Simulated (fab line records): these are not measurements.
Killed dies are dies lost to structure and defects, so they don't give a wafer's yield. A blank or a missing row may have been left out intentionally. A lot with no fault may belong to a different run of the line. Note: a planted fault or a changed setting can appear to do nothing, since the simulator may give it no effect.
fab line records	flow sky130
[record] lots = 24	wafers = 72	last-day = 50
route steps=708 shown NWELL@76 PWDE@84 VT_ADJUST_HVTP@96 GATE_OXIDE@197 POLY_GATE@236 POLY_CUT@317
lots with no fault: from the same line, run without faults
start-h: the number of hours between the record's first day and the start of the first shown wafer of the lot	wait-h: how many hours have passed since the lot's step before this one	" unchanged from the row above	L1.1+2: a single row standing in for several wafers	- either no value or no given start	* or withheld: withheld	< > ~ a bound
route shown NAME@n: NAME is a module with steps in the file, n the number in the route of the first one	usual: the fault-free wafers' mean and standard deviation	same: alike in all rows	chamber/n: place in a boat	sites: readings site by site	_std_site: standard deviation across them	_edge_site: the outer-site mean with the inner-site mean subtracted	radius-mm: how far each site lies from the wafer's centre	mask NAME#n: copy n	behind: tool/chamber where the wafer was last shaped	hold: cause of the lot's hold/its duration in hours/its outcome	device: which transistor (n, p or np) failed to switch	end of line: the tests these same wafers got at the end of their route	where a step has no rows: the recipe by itself	killed: at the first sort, the dies lost to defects and structure; wafer yield is something else	map: a wafer's dies, marking killed ones x, the rest . and places with no die _
set.NAME: setting as actually run; set.NAME@STEP: the setting as run at that earlier step	model.NAME: the simulator's own value behind a step, which no gauge read
a sample of lots followed through the steps of the route, with each step as a table and each wafer as a row
services: from which hour (start-h, from the record's first day; less than 0 if before it) a tool's chamber was out of use, for how many hours, and why
[[steps]]
[step SKY_NWELL_OVL_MEAS_23]
[usual] NWELL_01_OVL = 1.1/1.3
lot.wafer	tool	chamber	start-h	wait-h	NWELL_01_OVL[nm]
L074.1	overlay-02	-	105.03	-	0.1
L074.4	"	-	"	"	1.7
L074.6	"	-	"	"	0.6
L075.3	overlay-02	-	111.99	-	2.6
L075.4	"	-	"	"	1.0
L075.5	"	-	"	"	2.7
L076.1	overlay-01	-	116.08	-	1.7
L076.2	"	-	"	"	1.7
L076.6	"	-	"	"	0.5
L077.1	overlay-01	-	120.78	-	0.6
L077.2	"	-	"	"	-0.6
L077.4	"	-	"	"	1.3
L078.1	overlay-02	-	129.83	-	-0.1
L078.5	"	-	"	"	2.6
L078.6	"	-	"	"	3.2
L079.2	overlay-02	-	132.78	-	1.4
L079.3	"	-	"	"	0.6
L079.4	"	-	"	"	1.3
L080.1	overlay-01	-	137.33	-	0.1
L080.2	"	-	"	"	-2.0
L080.5	"	-	"	"	0.2
L081.1	overlay-01	-	142.69	-	2.6
L081.3	"	-	"	"	-0.1
L081.4	"	-	"	"	1.4
L082.3	overlay-01	-	152.84	-	0.4
L082.5	"	-	"	"	1.0
L082.6	"	-	"	"	1.7
L083.2	overlay-01	-	157.74	-	1.4
L083.3	"	-	"	"	-3.1
L083.4	"	-	"	"	2.0
L084.1	overlay-01	-	164.33	-	2.6
L084.3	"	-	"	"	-0.6
L084.4	"	-	"	"	-0.4
L085.2	overlay-01	-	167.79	-	0.7
L085.4	"	-	"	"	1.0
L085.5	"	-	"	"	0.6
L086.1	overlay-01	-	175.48	-	1.2
L086.3	"	-	"	"	0.6
L086.4	"	-	"	"	1.8
L087.2	overlay-02	-	180.59	-	0.3
L087.3	"	-	"	"	1.8
L087.5	"	-	"	"	-0.3
L088.3	overlay-02	-	186.55	-	1.0
L088.5	"	-	"	"	2.0
L088.6	"	-	"	"	-0.3
L089.4	overlay-02	-	193.34	-	2.5
L089.5	"	-	"	"	2.8
L089.6	"	-	"	"	1.7
L090.2	overlay-01	-	200.04	-	1.2
L090.3	"	-	"	"	0.7
L090.5	"	-	"	"	1.3
L091.4	overlay-02	-	207.10	-	0.6
L091.5	"	-	"	"	0.7
L091.6	"	-	"	"	1.1
L092.1	overlay-01	-	215.43	-	1.3
L092.4	"	-	"	"	0.8
L092.6	"	-	"	"	0.9
L093.2	overlay-01	-	216.83	-	-1.0
L093.3	"	-	"	"	2.3
L093.5	"	-	"	"	1.2
L094.1	overlay-01	-	225.33	-	3.7
L094.2	"	-	"	"	3.4
L094.5	"	-	"	"	4.4
L095.1	overlay-02	-	230.74	-	0.8
L095.2	"	-	"	"	1.2
L095.5	"	-	"	"	-0.9
L096.3	overlay-02	-	235.99	-	1.4
L096.4	"	-	"	"	1.1
L096.5	"	-	"	"	0.7
L097.2	overlay-02	-	241.63	-	2.4
L097.3	"	-	"	"	0.5
L097.4	"	-	"	"	0.9
[step SKY_NWELL_RS_MEAS_31]
[recipe] thk-meas-gauge = four-point-probe
[usual] PWDE_RS = 5274/17
lot.wafer	tool	chamber	start-h	wait-h	PWDE_RS[ohm/sq]
L074.1	film-metro-01	-	105.77	0.1	5278
L074.4	"	-	"	"	5282
L074.6	"	-	"	"	5277
L075.3	film-metro-03	-	112.75	0.1	5285
L075.4	"	-	"	"	5259
L075.5	"	-	"	"	5289
L076.1	film-metro-01	-	116.81	0.1	5260
L076.2	"	-	"	"	5282
L076.6	"	-	"	"	5293
L077.1	film-metro-03	-	121.52	0.1	5286
L077.2	"	-	"	"	5254
L077.4	"	-	"	"	5266
L078.1	film-metro-03	-	130.57	0.1	5276
L078.5	"	-	"	"	5289
L078.6	"	-	"	"	5252
L079.2	film-metro-01	-	133.53	0.1	5248
L079.3	"	-	"	"	5267
L079.4	"	-	"	"	5253
L080.1	film-metro-01	-	138.07	0.1	5262
L080.2	"	-	"	"	5266
L080.5	"	-	"	"	5264
L081.1	film-metro-02	-	143.42	0.1	5293
L081.3	"	-	"	"	5288
L081.4	"	-	"	"	5303
L082.3	film-metro-01	-	153.60	0.1	5272
L082.5	"	-	"	"	5275
L082.6	"	-	"	"	5278
L083.2	film-metro-01	-	158.49	0.1	5270
L083.3	"	-	"	"	5252
L083.4	"	-	"	"	5253
L084.1	film-metro-02	-	165.06	0.1	5264
L084.3	"	-	"	"	5261
L084.4	"	-	"	"	5275
L085.2	film-metro-01	-	168.54	0.1	5287
L085.4	"	-	"	"	5280
L085.5	"	-	"	"	5262
L086.1	film-metro-01	-	176.22	0.1	5306
L086.3	"	-	"	"	5295
L086.4	"	-	"	"	5285
L087.2	film-metro-02	-	181.34	0.1	5257
L087.3	"	-	"	"	5274
L087.5	"	-	"	"	5269
L088.3	film-metro-03	-	187.32	0.1	5305
L088.5	"	-	"	"	5292
L088.6	"	-	"	"	5315
L089.4	film-metro-01	-	194.13	0.1	5304
L089.5	"	-	"	"	5286
L089.6	"	-	"	"	5284
L090.2	film-metro-03	-	200.79	0.1	5279
L090.3	"	-	"	"	5264
L090.5	"	-	"	"	5279
L091.4	film-metro-01	-	207.88	0.1	5263
L091.5	"	-	"	"	5266
L091.6	"	-	"	"	5285
L092.1	film-metro-01	-	216.17	0.1	5263
L092.4	"	-	"	"	5264
L092.6	"	-	"	"	5272
L093.2	film-metro-03	-	217.58	0.1	5291
L093.3	"	-	"	"	5288
L093.5	"	-	"	"	5303
L094.1	film-metro-02	-	226.06	0.1	5252
L094.2	"	-	"	"	5240
L094.5	"	-	"	"	5242
L095.1	film-metro-01	-	231.47	0.1	5273
L095.2	"	-	"	"	5263
L095.5	"	-	"	"	5244
L096.3	film-metro-01	-	236.76	0.1	5273
L096.4	"	-	"	"	5248
L096.5	"	-	"	"	5231
L097.2	film-metro-02	-	242.39	0.1	5259
L097.3	"	-	"	"	5274
L097.4	"	-	"	"	5286
[step SKY_VT_ADJUST_HVTP_TW_MEAS_11]
[usual] VT_ADJUST_HVTP_TW = 1353/12
lot.wafer	tool	chamber	start-h	wait-h	VT_ADJUST_HVTP_TW
L074.1	film-metro-04	-	124.53	0.1	1371
L074.4	"	-	"	"	1376
L074.6	"	-	"	"	1377
L075.3	film-metro-03	-	131.86	0.1	1339
L075.4	"	-	"	"	1346
L075.5	"	-	"	"	1348
L076.1	film-metro-02	-	135.55	0.1	1356
L076.2	"	-	"	"	1357
L076.6	"	-	"	"	1360
L077.1	film-metro-03	-	140.37	0.1	1344
L077.2	"	-	"	"	1346
L077.4	"	-	"	"	1354
L078.1	film-metro-02	-	149.19	0.1	1350
L078.5	"	-	"	"	1352
L078.6	"	-	"	"	1349
L079.2	film-metro-03	-	152.29	0.1	1347
L079.3	"	-	"	"	1341
L079.4	"	-	"	"	1344
L080.1	film-metro-02	-	157.37	0.1	1337
L080.2	"	-	"	"	1341
L080.5	"	-	"	"	1345
L081.1	film-metro-02	-	163.39	0.1	1338
L081.3	"	-	"	"	1346
L081.4	"	-	"	"	1342
L082.3	film-metro-04	-	173.95	0.1	1376
L082.5	"	-	"	"	1375
L082.6	"	-	"	"	1371
L083.2	film-metro-03	-	178.53	0.1	1346
L083.3	"	-	"	"	1346
L083.4	"	-	"	"	1344
L084.1	film-metro-04	-	185.74	0.1	1369
L084.3	"	-	"	"	1384
L084.4	"	-	"	"	1377
L085.2	film-metro-03	-	189.25	0.1	1351
L085.4	"	-	"	"	1343
L085.5	"	-	"	"	1344
L086.1	film-metro-02	-	198.04	0.1	1355
L086.3	"	-	"	"	1349
L086.4	"	-	"	"	1359
L087.2	film-metro-02	-	203.08	0.1	1341
L087.3	"	-	"	"	1352
L087.5	"	-	"	"	1348
L088.3	film-metro-04	-	209.60	0.1	1386
L088.5	"	-	"	"	1387
L088.6	"	-	"	"	1384
L089.4	film-metro-03	-	216.16	0.1	1344
L089.5	"	-	"	"	1350
L089.6	"	-	"	"	1347
L090.2	film-metro-02	-	223.24	0.1	1349
L090.3	"	-	"	"	1349
L090.5	"	-	"	"	1343
L091.4	film-metro-03	-	230.66	0.1	1344
L091.5	"	-	"	"	1349
L091.6	"	-	"	"	1348
L092.1	film-metro-03	-	239.47	0.1	1342
L092.4	"	-	"	"	1349
L092.6	"	-	"	"	1342
L093.2	film-metro-04	-	241.13	0.1	1359
L093.3	"	-	"	"	1361
L093.5	"	-	"	"	1359
L094.1	film-metro-02	-	249.19	0.1	1348
L094.2	"	-	"	"	1344
L094.5	"	-	"	"	1353
L095.1	film-metro-02	-	254.83	0.1	1350
L095.2	"	-	"	"	1349
L095.5	"	-	"	"	1355
L096.3	film-metro-03	-	260.40	0.1	1355
L096.4	"	-	"	"	1352
L096.5	"	-	"	"	1357
L097.2	film-metro-03	-	265.54	0.1	1354
L097.3	"	-	"	"	1363
L097.4	"	-	"	"	1351
[step SKY_GATE_OXIDE_OVL_MEAS_10]
[usual] GATE_OXIDE_OVL = 0.2/1.2
lot.wafer	tool	chamber	start-h	wait-h	GATE_OXIDE_OVL[nm]
L074.1	overlay-01	-	312.39	0.1	0.3
L074.4	"	-	"	"	-0.2
L074.6	"	-	"	"	0.2
L075.3	overlay-02	-	319.90	0.1	-0.9
L075.4	"	-	"	"	0.4
L075.5	"	-	"	"	-3.3
L076.1	overlay-01	-	326.33	0.1	-0.8
L076.2	"	-	"	"	0.5
L076.6	"	-	"	"	-0.1
L077.1	overlay-01	-	331.32	0.1	-0.6
L077.2	"	-	"	"	0.2
L077.4	"	-	"	"	-1.0
L078.1	overlay-02	-	343.17	0.1	-0.7
L078.5	"	-	"	"	0.2
L078.6	"	-	"	"	-1.3
L079.2	overlay-01	-	346.48	0.1	-1.1
L079.3	"	-	"	"	-0.5
L079.4	"	-	"	"	0.2
L080.1	overlay-02	-	354.52	0.1	0.3
L080.2	"	-	"	"	0.9
L080.5	"	-	"	"	1.5
L081.1	overlay-01	-	363.58	0.1	2.5
L081.3	"	-	"	"	1.7
L081.4	"	-	"	"	0.6
L082.3	overlay-01	-	379.74	0.1	-0.2
L082.5	"	-	"	"	1.2
L082.6	"	-	"	"	0.9
L083.2	overlay-02	-	383.38	0.1	0.2
L083.3	"	-	"	"	0.8
L083.4	"	-	"	"	-0.4
L084.1	overlay-02	-	393.93	0.1	0.1
L084.3	"	-	"	"	-0.8
L084.4	"	-	"	"	-1.3
L085.2	overlay-02	-	398.03	0.1	-1.9
L085.4	"	-	"	"	-1.8
L085.5	"	-	"	"	-0.8
L086.1	overlay-02	-	412.33	0.1	-1.4
L086.3	"	-	"	"	0.8
L086.4	"	-	"	"	-0.8
L087.2	overlay-02	-	418.39	0.1	1.3
L087.3	"	-	"	"	-0.3
L087.5	"	-	"	"	-1.0
L088.3	overlay-02	-	427.35	0.1	3.3
L088.5	"	-	"	"	1.1
L088.6	"	-	"	"	2.1
L089.4	overlay-01	-	437.70	0.1	0.0
L089.5	"	-	"	"	-0.5
L089.6	"	-	"	"	0.1
L090.2	overlay-02	-	446.39	0.1	1.5
L090.3	"	-	"	"	-0.3
L090.5	"	-	"	"	0.2
L091.4	overlay-01	-	458.00	0.1	1.9
L091.5	"	-	"	"	0.5
L091.6	"	-	"	"	-0.9
L092.1	overlay-01	-	465.97	0.1	-0.4
L092.4	"	-	"	"	0.8
L092.6	"	-	"	"	2.1
L093.2	overlay-01	-	471.14	0.1	1.4
L093.3	"	-	"	"	1.2
L093.5	"	-	"	"	-0.9
L094.1	overlay-02	-	481.88	0.1	4.0
L094.2	"	-	"	"	1.1
L094.5	"	-	"	"	0.9
L095.1	overlay-02	-	487.98	0.1	1.1
L095.2	"	-	"	"	1.7
L095.5	"	-	"	"	-1.1
L096.3	overlay-01	-	495.84	0.1	0.2
L096.4	"	-	"	"	-0.5
L096.5	"	-	"	"	-2.3
L097.2	overlay-02	-	498.94	0.1	0.9
L097.3	"	-	"	"	1.0
L097.4	"	-	"	"	1.7
[step SKY_POLY_GATE_CD_MEAS_22]
[usual] cd-nm = 149/3.2
lot.wafer	tool	chamber	start-h	wait-h	cd-nm
L074.1	cd-sem-02	-	375.85	0.1	148
L074.4	"	-	"	"	142
L074.6	"	-	"	"	145
L075.3	cd-sem-02	-	386.17	0.1	150
L075.4	"	-	"	"	149
L075.5	"	-	"	"	147
L076.1	cd-sem-02	-	391.17	0.1	150
L076.2	"	-	"	"	152
L076.6	"	-	"	"	147
L077.1	cd-sem-01	-	401.69	0.1	153
L077.2	"	-	"	"	154
L077.4	"	-	"	"	150
L078.1	cd-sem-02	-	411.85	0.1	150
L078.5	"	-	"	"	153
L078.6	"	-	"	"	151
L079.2	cd-sem-01	-	415.40	0.1	150
L079.3	"	-	"	"	155
L079.4	"	-	"	"	153
L080.1	cd-sem-01	-	424.13	0.1	146
L080.2	"	-	"	"	143
L080.5	"	-	"	"	147
L081.1	cd-sem-01	-	433.92	0.1	149
L081.3	"	-	"	"	153
L081.4	"	-	"	"	152
L082.3	cd-sem-01	-	450.32	0.1	148
L082.5	"	-	"	"	153
L082.6	"	-	"	"	149
L083.2	cd-sem-01	-	452.90	0.1	151
L083.3	"	-	"	"	148
L083.4	"	-	"	"	146
L084.1	cd-sem-01	-	462.20	0.1	149
L084.3	"	-	"	"	151
L084.4	"	-	"	"	151
L085.2	cd-sem-01	-	471.76	0.1	153
L085.4	"	-	"	"	147
L085.5	"	-	"	"	152
L086.1	cd-sem-02	-	481.79	0.1	150
L086.3	"	-	"	"	153
L086.4	"	-	"	"	148
L087.2	cd-sem-01	-	489.22	0.1	151
L087.3	"	-	"	"	147
L087.5	"	-	"	"	151
L088.3	cd-sem-02	-	497.70	0.1	153
L088.5	"	-	"	"	152
L088.6	"	-	"	"	155
L089.4	cd-sem-02	-	508.06	0.1	144
L089.5	"	-	"	"	147
L089.6	"	-	"	"	142
L090.2	cd-sem-02	-	514.32	0.1	149
L090.3	"	-	"	"	152
L090.5	"	-	"	"	148
L091.4	cd-sem-01	-	527.57	0.1	144
L091.5	"	-	"	"	146
L091.6	"	-	"	"	148
L092.1	cd-sem-01	-	536.82	0.1	149
L092.4	"	-	"	"	147
L092.6	"	-	"	"	149
L093.2	cd-sem-01	-	540.59	0.1	150
L093.3	"	-	"	"	149
L093.5	"	-	"	"	151
L094.1	cd-sem-02	-	549.48	0.1	149
L094.2	"	-	"	"	148
L094.5	"	-	"	"	146
L095.1	cd-sem-01	-	556.23	0.1	148
L095.2	"	-	"	"	151
L095.5	"	-	"	"	150
L096.3	cd-sem-02	-	562.48	0.1	150
L096.4	"	-	"	"	150
L096.5	"	-	"	"	156
L097.2	cd-sem-01	-	565.91	0.1	150
L097.3	"	-	"	"	151
L097.4	"	-	"	"	149
[step SKY_POLY_CUT_ETCH_10]
[recipe] chemistry = N2/H2	target = BARC	ion-energy-ev = 200	source-w = 500	bias-w = 100	pressure-mtorr = 30	n2-flow-sccm = 100	h2-flow-sccm = 200	stop-on = SiO2	time-s = 45.9	target-depth-a = 600
[usual] chamber-pressure-mTorr = 30.001/0.024	drypump-motor-current-A = 5.7/0.4	oes-product-au = 0.855/0.0049	throttle-valve-pct = 13.224/0.0085
lot.wafer	tool	chamber	start-h	wait-h	chamber-pressure-mTorr	drypump-motor-current-A	oes-product-au	rf-hours-counter-h	throttle-valve-pct
L074.1	rie-diel-02	1	562.03	0.0	29.996	5.5	0.854	14	13.221
L074.4	"	2	"	"	29.971	5.7	0.845	5	13.226
L074.6	"	2	"	"	29.998	5.6	0.851	-	13.214
L075.3	rie-diel-01	2	573.23	0.0	29.978	5.5	0.868	43	13.208
L075.4	"	0	"	"	29.974	5.6	0.853	1	13.230
L075.5	"	3	"	"	30.001	5.6	0.855	-	13.218
L076.1	rie-diel-03	3	577.88	0.0	29.994	5.3	0.850	33	13.224
L076.2	"	0	"	"	29.977	5.2	0.856	40	13.217
L076.6	"	2	"	"	29.991	5.8	0.851	-	13.222
L077.1	rie-diel-02	1	589.38	0.0	30.000	5.5	0.855	14	13.214
L077.2	"	2	"	"	30.028	5.6	0.856	6	13.230
L077.4	"	1	"	"	29.997	5.5	0.865	-	13.223
L078.1	rie-diel-02	2	598.69	0.0	29.978	5.6	0.855	6	13.227
L078.5	"	3	"	"	30.005	5.7	0.857	-	13.223
L078.6	"	1	"	"	29.964	5.5	0.842	-	13.233
L079.2	rie-diel-02	1	602.13	0.0	29.945	5.5	0.856	14	13.233
L079.3	"	3	"	"	30.046	5.8	0.852	14	13.225
L079.4	"	2	"	"	29.985	5.6	0.859	6	13.222
L080.1	rie-diel-02	2	612.94	0.0	29.967	5.6	0.857	6	13.224
L080.2	"	0	"	"	30.024	6.7	0.856	0	13.237
L080.5	"	2	"	"	30.024	5.6	0.857	-	13.225
L081.1	rie-diel-02	0	620.28	0.0	29.984	6.6	0.851	0	13.216
L081.3	"	1	"	"	30.028	5.5	0.858	15	13.234
L081.4	"	2	"	"	29.962	5.6	0.848	6	13.217
L082.3	rie-diel-01	3	633.34	0.0	29.979	5.6	0.854	10	13.232
L082.5	"	3	"	"	29.991	5.6	0.850	-	13.211
L082.6	"	0	"	"	29.990	5.6	0.856	-	13.231
L083.2	rie-diel-02	3	639.13	0.0	29.983	5.8	0.854	15	13.228
L083.3	"	0	"	"	30.028	6.6	0.850	1	13.207
L083.4	"	2	"	"	29.971	5.6	0.853	7	13.219
L084.1	rie-diel-03	3	646.34	0.0	29.991	5.3	0.856	35	13.230
L084.3	"	0	"	"	30.021	5.2	0.853	42	13.225
L084.4	"	2	"	"	30.021	5.8	0.856	49	13.227
L085.2	rie-diel-03	1	655.18	0.0	29.975	6.2	0.851	11	13.207
L085.4	"	2	"	"	30.013	5.8	0.851	50	13.237
L085.5	"	0	"	"	29.976	5.2	0.858	-	13.218
L086.1	rie-diel-03	2	664.14	0.0	29.984	5.8	0.862	50	13.230
L086.3	"	3	"	"	30.006	5.3	0.853	36	13.212
L086.4	"	1	"	"	29.972	6.2	0.861	11	13.227
L087.2	rie-diel-03	3	669.33	0.0	30.005	5.3	0.861	36	13.220
L087.3	"	2	"	"	29.995	5.8	0.854	50	13.220
L087.5	"	1	"	"	30.033	6.2	0.858	-	13.234
L088.3	rie-diel-03	3	677.64	0.0	29.996	5.3	0.851	36	13.214
L088.5	"	0	"	"	30.024	5.2	0.849	-	13.228
L088.6	"	3	"	"	29.967	5.3	0.852	-	13.237
L089.4	rie-diel-02	0	687.63	0.0	30.022	6.6	0.863	1	13.220
L089.5	"	3	"	"	30.000	5.8	0.849	-	13.226
L089.6	"	2	"	"	30.007	5.6	0.855	-	13.235
L090.2	rie-diel-02	2	693.38	0.0	30.023	5.6	0.855	8	13.210
L090.3	"	0	"	"	30.022	6.6	0.849	2	13.228
L090.5	"	0	"	"	30.036	6.6	0.857	-	13.237
L091.4	rie-diel-02	1	705.03	0.0	30.058	5.5	0.863	16	13.205
L091.5	"	3	"	"	30.026	5.7	0.853	-	13.216
L091.6	"	0	"	"	30.015	6.7	0.856	-	13.217
L092.1	rie-diel-03	0	713.34	0.0	29.988	5.2	0.851	44	13.239
L092.4	"	3	"	"	29.977	5.3	0.850	37	13.220
L092.6	"	1	"	"	30.053	6.2	0.860	-	13.224
L093.2	rie-diel-03	1	716.99	0.0	30.022	6.2	0.856	13	13.218
L093.3	"	3	"	"	30.000	5.3	0.854	37	13.228
L093.5	"	3	"	"	30.015	5.3	0.851	-	13.237
L094.1	rie-diel-03	1	725.59	0.0	29.995	6.2	0.843	13	13.228
L094.2	"	0	"	"	29.996	5.2	0.865	44	13.219
L094.5	"	0	"	"	29.971	5.2	0.865	-	13.230
L095.1	rie-diel-02	2	731.48	0.0	30.042	5.6	0.853	9	13.225
L095.2	"	3	"	"	30.023	5.7	0.844	16	13.228
L095.5	"	3	"	"	29.965	5.8	0.862	-	13.232
L096.3	rie-diel-02	3	736.78	0.0	30.001	5.7	0.856	17	13.217
L096.4	"	1	"	"	29.975	5.5	0.851	17	13.216
L096.5	"	0	"	"	29.982	6.7	0.852	-	13.223
L097.2	rie-diel-02	1	753.99	0.0	30.011	5.5	0.858	17	13.238
L097.3	"	0	"	"	30.031	6.7	0.859	3	13.214
L097.4	"	3	"	"	30.002	5.7	0.854	17	13.232
[[services]]
tool	chamber	start-h	hours	kind
rie-diel-02	0	549.17	12.2	repair
rie-diel-01	1	553.00	-	clean
rie-diel-01	1	553.00	17.7	scheduled-down
rie-diel-01	1	553.00	17.7	vent-cycle
rie-diel-03	3	560.70	10.1	repair
rie-diel-02	1	570.32	5.5	repair
rie-diel-02	0	586.12	-	clean
rie-diel-02	0	586.12	15.9	scheduled-down
rie-diel-02	0	586.12	15.9	vent-cycle
rie-diel-02	3	589.14	5.5	repair
rie-diel-02	3	602.81	10.2	repair
rie-diel-03	2	610.85	9.9	repair
rie-diel-01	-	611.36	0.6	repair
rie-diel-03	0	628.17	2.2	repair
rie-diel-01	2	720.51	2.8	repair
rie-diel-01	3	724.20	6.1	repair
rie-diel-03	2	726.67	-	clean
rie-diel-03	2	726.67	27.6	scheduled-down
rie-diel-03	2	726.67	27.6	vent-cycle
rie-diel-01	2	752.85	-	clean
rie-diel-01	2	752.85	21.2	scheduled-down
rie-diel-01	2	752.85	21.2	vent-cycle
[[key]]
fault none
